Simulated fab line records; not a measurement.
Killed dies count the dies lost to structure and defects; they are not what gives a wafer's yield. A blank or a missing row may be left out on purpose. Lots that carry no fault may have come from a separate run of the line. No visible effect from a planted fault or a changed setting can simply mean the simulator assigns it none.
The same fault as seen by 2 desks | flow sky130 | numbers are kept per desk, each desk with only its own; the story behind them comes last

== METROLOGY DESK ==
Means of the sampled wafers that have a number, per lot and without regard to the tool the lot ran on: this is what the gauges read. Marked OUT: a lot whose mean sits more than 4 standard deviations from the usual mean, which makes it out of limits; the brackets give that distance.
Columns: A = LOCAL_INTERCONNECT_TIN_RS at SKY_LOCAL_INTERCONNECT_RS_MEAS_01, usual 14.08 ohm/sq; B = LOCAL_INTERCONNECT_TIN_THK at SKY_LOCAL_INTERCONNECT_THK_MEAS_02, usual 101.6 nm
lot  | first seen here | A               | B
L385 | day 29 21:44    | 14.08           | 101.9
L386 | day 30 03:12    | 13.93           | 102.9
L387 | day 31 07:17    | 14.20           | 100.7
L388 | day 31 16:02    | 14.09           | 101.7
L389 | day 32 08:10    | 14.12           | 102.1
L391 | day 32 13:55    | 14.11           | 101.7
L392 | day 33 09:59    | 13.98           | 102.4
L398 | day 34 05:30    | 15.61 (+11) OUT | 94.0 (-6.9) OUT
L400 | day 34 14:17    | 15.54 (+10) OUT | 93.8 (-7.1) OUT
L401 | day 34 23:37    | 15.74 (+12) OUT | 93.1 (-7.8) OUT
L403 | day 36 08:08    | 14.23           | 100.0
L405 | day 36 08:37    | 14.25           | 100.3
L406 | day 36 18:57    | 14.09           | 101.4
This desk's finding: out of limits on L398, L400, L401; first on L398, day 34 05:30 (LOCAL_INTERCONNECT_TIN_RS at SKY_LOCAL_INTERCONNECT_RS_MEAS_01). In limits: L385, L386, L387, L388, L389, L391, L392, L403, L405, L406.

== TOOL OWNER'S DESK, pvd_sputter-01 ==
The tool's own readings at SKY_LOCAL_INTERCONNECT_SPUTTER_00 (material TiN, target thk 100 nm, time 83.3 s): means of the sampled wafers that have a number, for each lot that ran on this tool. Marked OUT: a lot whose mean sits more than 4 standard deviations from the usual mean, which makes it out of limits; the brackets give that distance.
Columns: A = cathode_dc_power_W at SKY_LOCAL_INTERCONNECT_SPUTTER_00, usual 6499.9 W; B = throttle_valve_pct at SKY_LOCAL_INTERCONNECT_SPUTTER_00, usual 29.8 %
lot  | first seen here | A      | B
L385 | day 29 21:38    | 6500.7 | 29.1
L391 | day 32 13:51    | 6499.7 | 29.3
L392 | day 33 09:55    | 6499.0 | 29.2
L398 | day 34 05:24    | 6499.5 | 29.2
L400 | day 34 14:11    | 6499.2 | 29.3
L401 | day 34 23:32    | 6500.7 | 29.4
This desk's finding: nothing out of limits on any of the 6 lots.

== ALL TOGETHER ==
Metrology desk: alarm possible at day 34 05:30 on L398, L400, L401.
Nothing out of limits was seen by the tool owner's desk.
On record at the tool owner's desk: L398, L400, L401, within its limits.
The lots listed all ran SKY_LOCAL_INTERCONNECT_SPUTTER_00 on pvd_sputter-01.

== WHAT THE SIMULATOR HAD PUT IN ==
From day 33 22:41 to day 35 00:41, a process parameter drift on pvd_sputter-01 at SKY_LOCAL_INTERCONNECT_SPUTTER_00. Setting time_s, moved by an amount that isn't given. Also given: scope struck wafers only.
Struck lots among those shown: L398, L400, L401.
Delay in hours, fault start to first out-of-limits reading, per desk: metrology desk 7.
